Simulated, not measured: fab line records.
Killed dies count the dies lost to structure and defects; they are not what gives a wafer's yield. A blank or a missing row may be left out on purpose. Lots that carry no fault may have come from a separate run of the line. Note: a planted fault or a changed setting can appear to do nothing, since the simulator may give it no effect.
Which of the tools did it? -- flow gf180mcu -- 39 wafers from 13 lots sampled at 5 of the route's 602 steps

WHAT THE GAUGES SHOWED, per wafer
GF_M2_OVL_MEAS_15.
lot,measured,on,M2_OVL (nm)
L627,day 18 19:04,overlay-02,9 15 13
L630,day 20 08:42,overlay-01,-3 -6 -10
L631,day 20 16:33,overlay-02,1 0 -6
L634,day 21 23:29,overlay-02,-5 -9 1
L635,day 22 00:29,overlay-01,1 -3 -9
L639,day 23 18:31,overlay-02,-1 -9 -6
L640,day 23 19:28,overlay-01,-7 -6 -10
L641,day 24 06:20,overlay-02,3 4 4
L642,day 24 11:14,overlay-02,-1 -6 -3
L645,day 25 12:28,overlay-01,-3 2 -2
L646,day 26 02:40,overlay-01,-1 2 2
L648,day 26 08:31,overlay-02,7 4 2
L649,day 26 19:43,overlay-01,-1 -10 -3

GF_V2_BOW_MEAS_05.
lot,measured,on,V2_BOW (um)
L627,day 18 20:19,filmMetro-02,76 88 89
L630,day 20 09:58,filmMetro-02,98 102 106
L631,day 20 17:49,filmMetro-03,113 101 96
L634,day 22 00:45,filmMetro-03,96 106 110
L635,day 22 01:53,filmMetro-03,116 107 102
L639,day 23 19:49,filmMetro-04,92 77 66
L640,day 23 20:44,filmMetro-02,105 105 104 - - -
L641,day 24 07:36,filmMetro-03,100 101 113 - - -
L642,day 24 12:37,filmMetro-03,109 102 111 - - -
L645,day 25 13:49,filmMetro-02,88 95 97
L646,day 26 04:14,filmMetro-04,107 100 112
L648,day 26 09:53,filmMetro-02,106 83 112
L649,day 26 21:01,filmMetro-03,92 99 99

EACH LOT AND THE TOOL THAT RAN IT (in order: tool; ch and the chambers of the sampled wafers; start)
lot,GF_V1_STRIP_18,GF_M2_SPUTTER_01,GF_V2_CMP_04
L627,"plasmaAsher-03 ch 0,1, day 17 17:10","pvdSputter-03, day 17 18:29","cmp-01 ch 0,1,2, day 18 20:10"
L630,"plasmaAsher-02 ch 0,1, day 19 09:58","pvdSputter-04, day 19 11:17","cmp-01 ch 1,2,3, day 20 09:39"
L631,"plasmaAsher-02 ch 0,1, day 19 17:34","pvdSputter-03, day 19 18:54","cmp-01 ch 1,2,3, day 20 17:30"
L634,"plasmaAsher-03 ch 0,1, day 20 21:13","pvdSputter-02, day 20 22:33","cmp-02 ch 1,2,3, day 22 00:27"
L635,"plasmaAsher-01 ch 0,1, day 20 22:10","pvdSputter-04, day 20 23:37","cmp-01 ch 0,1,2, day 22 01:35"
L639,"plasmaAsher-01 ch 0,1, day 22 17:43","pvdSputter-03, day 22 19:05","cmp-01 ch 0,2, day 23 19:34"
L640,"plasmaAsher-01 ch 0,1, day 22 19:17","pvdSputter-03, day 22 20:37","cmp-02 ch 0,2,3, day 23 20:25"
L641,"plasmaAsher-03 ch 0,1, day 23 05:42","pvdSputter-02, day 23 07:08","cmp-02 ch 0,1,3, day 24 07:21"
L642,"plasmaAsher-02 ch 0,1, day 23 11:13","pvdSputter-04, day 23 12:33","cmp-01 ch 0,1,2, day 24 12:22"
L645,"plasmaAsher-02 ch 1, day 24 12:37","pvdSputter-03, day 24 14:17","cmp-01 ch 0,2,3, day 25 13:31"
L646,"plasmaAsher-02 ch 0,1, day 25 03:53","pvdSputter-03, day 25 05:13","cmp-02 ch 2,3, day 26 03:59"
L648,"plasmaAsher-03 ch 0,1, day 25 08:51","pvdSputter-02, day 25 10:31","cmp-01 ch 0,2,3, day 26 09:38"
L649,"plasmaAsher-03 ch 1, day 25 20:45","pvdSputter-03, day 25 22:08","cmp-02 ch 0,1,2, day 26 20:48"
- GF_V1_STRIP_18: strips in O2/N2.
- GF_M2_SPUTTER_01: material TiN, target thk 30 nm, time 25 s.
- GF_V2_CMP_04: polishes SiO2.

WHAT THE TOOLS THEMSELVES READ (means of the sampled wafers that have a number; where no wafer has one, the mark that the record gives instead)
GF_V1_STRIP_18.
lot,tool,drypumpMotorCurrentA (A),heaterPowerW (W),oesProductAu (a.u.)
L627,plasmaAsher-03,5.9,308,0.594
L630,plasmaAsher-02,6.0,336,0.590
L631,plasmaAsher-02,5.7,336,0.594
L634,plasmaAsher-03,5.9,313,0.587
L635,plasmaAsher-01,5.6,331,0.589
L639,plasmaAsher-01,5.7,355,0.594
L640,plasmaAsher-01,5.7,358,0.588
L641,plasmaAsher-03,5.7,317,0.595
L642,plasmaAsher-02,6.0,334,0.598
L645,plasmaAsher-02,5.5,340,0.593
L646,plasmaAsher-02,6.0,340,0.594
L648,plasmaAsher-03,5.9,307,0.595
L649,plasmaAsher-03,5.5,327,0.589

GF_M2_SPUTTER_01.
lot,tool,throttleValvePct (%)
L627,pvdSputter-03,31.1
L630,pvdSputter-04,30.0
L631,pvdSputter-03,31.0
L634,pvdSputter-02,29.8
L635,pvdSputter-04,30.0
L639,pvdSputter-03,31.1
L640,pvdSputter-03,30.7
L641,pvdSputter-02,30.4
L642,pvdSputter-04,30.6
L645,pvdSputter-03,31.6
L646,pvdSputter-03,30.4
L648,pvdSputter-02,30.4
L649,pvdSputter-03,31.3

GF_V2_CMP_04.
lot,tool,edgeZonePressureFrac,headPressurePsi (psi),motorCurrentA (A),timeToEndpointS (s)
L627,cmp-01,1.001,3.998,11.8,78
L630,cmp-01,1.000,3.992,12.6,77
L631,cmp-01,1.000,4.001,12.3,72
L634,cmp-02,0.999,3.998,12.7,79
L635,cmp-01,0.997,3.998,12.0,82
L639,cmp-01,0.997,4.002,12.6,80
L640,cmp-02,-,-,-,-
L641,cmp-02,-,-,-,-
L642,cmp-01,-,-,-,-
L645,cmp-01,1.003,3.996,12.1,76
L646,cmp-02,0.996,3.998,12.3,84
L648,cmp-01,1.002,3.989,11.9,74
L649,cmp-02,0.998,3.994,12.6,86

THE ANSWER, worked out from the rows above alone
Rule: usual is defined by the lots themselves. Put in order of their means at a reading, lots are off if they are a third of the lots or fewer, leave a main group of 4 or more, and stand apart from it by a gap of 3 or more times the standard deviation of the main group's means; of several such gaps the widest counts. If all means in a main group match to the digits the tables above print for the reading, that group is not used. A lot without any number at a reading at which 4 lots or more have one is off too. The other lots that the step has rows for count as sound. The gauges are gone through in route order, then the tools' own readings, and for those a lot's mean is taken as printed above. The first step at which some lot is off is used, and at that step the reading that is off furthest; a lot without a number counts as furthest.
Off: L640, L641, L642, at GF_V2_CMP_04 (edgeZonePressureFrac). Without a number there: L640, L641, L642. The main group: mean 0.999, standard deviation 0.0022.
If a tool, at that step or one of the process steps before it, ran each lot that is off and ran no sound lot following the first of them, it fits. No candidate that was tried fits.

WHAT THE SIMULATOR HAD PUT IN
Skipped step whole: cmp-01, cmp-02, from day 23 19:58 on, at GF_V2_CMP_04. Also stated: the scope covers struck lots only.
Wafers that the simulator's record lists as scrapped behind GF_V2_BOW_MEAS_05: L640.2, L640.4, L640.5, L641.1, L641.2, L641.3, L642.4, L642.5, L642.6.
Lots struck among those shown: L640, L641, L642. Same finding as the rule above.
